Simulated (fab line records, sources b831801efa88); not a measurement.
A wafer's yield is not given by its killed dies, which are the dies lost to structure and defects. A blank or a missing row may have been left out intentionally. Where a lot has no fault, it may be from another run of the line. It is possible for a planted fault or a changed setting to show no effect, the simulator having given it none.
Which tool is to blame? | flow sky130 | Sampling: 12 lots, 36 wafers, 4 of 708 route steps

WHAT EACH GAUGE READ, for each wafer
The record lacks any reading of a measuring or inspecting step that a usual standard deviation could be used to judge.

TOOL THAT RAN EACH LOT (tool first, then ch and the chambers of the sampled wafers, then the start)
lot  | SKY_POLY_GATE_ETCH_16              | SKY_LI_CONTACT_ETCH_15             | SKY_CONTACT_CMP_04            | SKY_CONTACT_ETCH_18
L605 | rie diel-02 ch 1,2,3, day 16 13:14 | rie diel-03 ch 0,1,3, day 29 05:25 | cmp-02 ch 0,3, day 30 12:32   | rie diel-04 ch 0,2,3, no start
L607 | rie diel-01 ch 1,3, day 16 23:21   | rie diel-03 ch 0,1,3, day 29 15:39 | cmp-01 ch 1,2,3, day 30 21:29 | rie diel-04 ch 0,1,2, no start
L606 | rie diel-04 ch 0,1,3, day 17 00:16 | rie diel-04 ch 0,1,3, day 29 17:42 | cmp-01 ch 0,2,3, day 31 00:49 | rie diel-02 ch 1,2,3, no start
L608 | rie diel-04 ch 0,3, day 17 23:31   | rie diel-02 ch 0,2,3, day 31 00:31 | cmp-02 ch 0,2,3, day 32 05:37 | rie diel-04 ch 0,2,3, no start
L609 | rie diel-02 ch 0,1, day 18 06:44   | rie diel-02 ch 0,3, day 30 18:16   | cmp-02 ch 0,2,3, day 32 00:07 | rie diel-02 ch 1,2,3, no start
L610 | rie diel-01 ch 0,3, day 18 14:12   | rie diel-03 ch 0,1, day 31 06:21   | cmp-01 ch 1,2, day 32 12:16   | rie diel-01 ch 1,3, no start
L612 | rie diel-01 ch 1,2,3, day 19 06:49 | rie diel-02 ch 1,2,3, day 31 20:44 | cmp-01 ch 0,1,2, day 33 03:46 | rie diel-01 ch 0,3, no start
L618 | rie diel-01 ch 0,1,2, day 21 12:37 | rie diel-04 ch 0,1,3, day 33 22:39 | cmp-01 ch 0,2,3, day 35 04:00 | rie diel-02 ch 0,2,3, no start
L621 | rie diel-01 ch 1,2,3, day 21 23:21 | rie diel-04 ch 1,2, day 34 05:06   | cmp-01 ch 0,1,2, day 35 10:32 | rie diel-01 ch 0,3, no start
L625 | rie diel-04 ch 0,1,3, day 23 12:41 | rie diel-03 ch 0,2, day 35 15:13   | cmp-02 ch 0,1,2, day 36 18:53 | rie diel-04 ch 0,1,2, no start
L627 | rie diel-02 ch 0,2, day 24 23:34   | rie diel-03 ch 0,1, day 36 21:30   | cmp-01 ch 0,1, day 38 00:46   | rie diel-01 ch 0,3, no start
L628 | rie diel-04 ch 0,1,3, day 25 01:08 | rie diel-03 ch 2,3, day 37 01:46   | cmp-02 ch 0,1,3, day 38 05:34 | rie diel-02 ch 0,1, no start
- SKY_POLY_GATE_ETCH_16: etches Si3N4 in CH3F/O2, stops on poly-Si, time 147.5 s, target depth 75 nm.
- SKY_LI_CONTACT_ETCH_15: etches PSG in C4F8/O2/Ar, stops on Si, target depth 600 nm.
- SKY_CONTACT_CMP_04: polishes SiO2.
- SKY_CONTACT_ETCH_18: etches Si3N4 in CHF3/O2, stops on TiN, time 39 s, target depth 75 nm.

AS READ BY THE TOOLS THEMSELVES (means over the sampled wafers that have a number; for cases with no such wafer, the mark the record gives instead)
SKY_POLY_GATE_ETCH_16.
lot  | tool        | bias w (W) | drypump motor current A (A) | oes product au (a.u.) | throttle valve pct (%)
L605 | rie diel-02 | 79.72      | 5.3                         | 0.634                 | 10.546
L607 | rie diel-01 | 80.25      | 5.1                         | 0.641                 | 10.538
L606 | rie diel-04 | 80.01      | 5.4                         | 0.637                 | 10.524
L608 | rie diel-04 | 80.13      | 5.4                         | 0.639                 | 10.532
L609 | rie diel-02 | 79.77      | 5.6                         | 0.636                 | 10.538
L610 | rie diel-01 | 79.87      | 6.1                         | 0.637                 | 10.535
L612 | rie diel-01 | 79.87      | 5.5                         | 0.636                 | 10.525
L618 | rie diel-01 | 77.28      | 5.9                         | 0.637                 | 10.543
L621 | rie diel-01 | 77.47      | 5.5                         | 0.638                 | 10.539
L625 | rie diel-04 | 80.02      | 5.4                         | 0.639                 | 10.532
L627 | rie diel-02 | 80.15      | 5.6                         | 0.638                 | 10.531
L628 | rie diel-04 | 79.96      | 5.4                         | 0.643                 | 10.543

SKY_LI_CONTACT_ETCH_15.
lot  | tool        | bias w (W) | oes product au (a.u.)
L605 | rie diel-03 | 1198       | 0.831
L607 | rie diel-03 | 1197       | 0.834
L606 | rie diel-04 | 1199       | 0.840
L608 | rie diel-02 | 1200       | 0.834
L609 | rie diel-02 | 1203       | 0.838
L610 | rie diel-03 | 1199       | 0.835
L612 | rie diel-02 | 1200       | 0.836
L618 | rie diel-04 | 1204       | 0.836
L621 | rie diel-04 | 1201       | 0.836
L625 | rie diel-03 | 1199       | 0.831
L627 | rie diel-03 | 1200       | 0.839
L628 | rie diel-03 | 1199       | 0.836

SKY_CONTACT_CMP_04.
lot  | tool   | motor current A (A) | slurry filter dp kPa (kPa) | time to endpoint s (s)
L605 | cmp-02 | 11.1                | 13.42                      | 73
L607 | cmp-01 | 12.4                | 13.52                      | 81
L606 | cmp-01 | 11.9                | 13.36                      | 84
L608 | cmp-02 | 10.7                | 13.59                      | 84
L609 | cmp-02 | 10.8                | 13.47                      | 80
L610 | cmp-01 | 12.5                | 13.47                      | 79
L612 | cmp-01 | 12.5                | 13.63                      | 84
L618 | cmp-01 | 12.4                | 13.57                      | 81
L621 | cmp-01 | 12.2                | 13.69                      | 87
L625 | cmp-02 | 11.4                | 13.63                      | 80
L627 | cmp-01 | 12.7                | 13.55                      | 84
L628 | cmp-02 | 12.0                | 13.53                      | 75

SKY_CONTACT_ETCH_18.
lot  | tool        | bias w (W) | drypump motor current A (A) | oes product au (a.u.) | throttle valve pct (%)
L605 | rie diel-04 | 199.7      | 5.1                         | 0.856                 | 8.787
L607 | rie diel-04 | 199.8      | 5.2                         | 0.850                 | 8.789
L606 | rie diel-02 | 200.1      | 5.3                         | 0.850                 | 8.788
L608 | rie diel-04 | 200.1      | 5.1                         | 0.852                 | 8.801
L609 | rie diel-02 | 200.0      | 5.3                         | 0.858                 | 8.798
L610 | rie diel-01 | 199.6      | 5.1                         | 0.851                 | 8.790
L612 | rie diel-01 | 199.5      | 6.0                         | 0.856                 | 8.800
L618 | rie diel-02 | 200.7      | 5.4                         | 0.850                 | 8.787
L621 | rie diel-01 | 200.1      | 5.6                         | 0.857                 | 8.796
L625 | rie diel-04 | 200.2      | 5.2                         | 0.853                 | 8.792
L627 | rie diel-01 | 199.6      | 6.0                         | 0.859                 | 8.799
L628 | rie diel-02 | 200.2      | 5.4                         | 0.852                 | 8.789

THE ANSWER, worked out from the rows above alone
Rule: what is usual is taken from the lots themselves. Put in order of their means at a reading, lots are off if they are a third of the lots or fewer, leave a main group of 4 or more, and stand apart from it by a gap of 3 or more times the standard deviation of the main group's means; of several such gaps the widest counts. If all means in a main group match to the digits the tables above print for the reading, that group is not used. Also off: a lot with no number at a reading for which 4 or more lots have one. Any other lot the step has rows for is counted as sound. After the gauges, taken in route order, come the tools' own readings; for these a lot's mean is taken, as printed above. At the first step where some lot is off, the reading lying furthest off is the one used; lots without a number count as furthest.
Off: L618, L621, at SKY_POLY_GATE_ETCH_16 (bias w). The main group: mean 79.97 W, standard deviation 0.16.
A tool fits if, at that step or a process step before it, it ran every lot that is off, and no sound lot after the first of them. One fits: rie diel-01 at SKY_POLY_GATE_ETCH_16. Its last sound lot is L612 (day 19 06:49), its first lot that is off L618 (day 21 12:37): a fault that began between those two fits.
The tool's own readings at SKY_POLY_GATE_ETCH_16 bear it out: on the lots that are off they differ by more than 5 times the standard deviation of the sound lots' means. bias w reads 77.38 W there against 79.97 W on the sound lots.

WHAT WAS PUT IN BY THE SIMULATOR
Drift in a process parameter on rie diel-01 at SKY_POLY_GATE_ETCH_16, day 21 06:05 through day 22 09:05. Setting bias w shifted by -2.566 from 80. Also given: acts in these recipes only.
Struck lots among those shown: L618, L621. This agrees with what the rule above found.
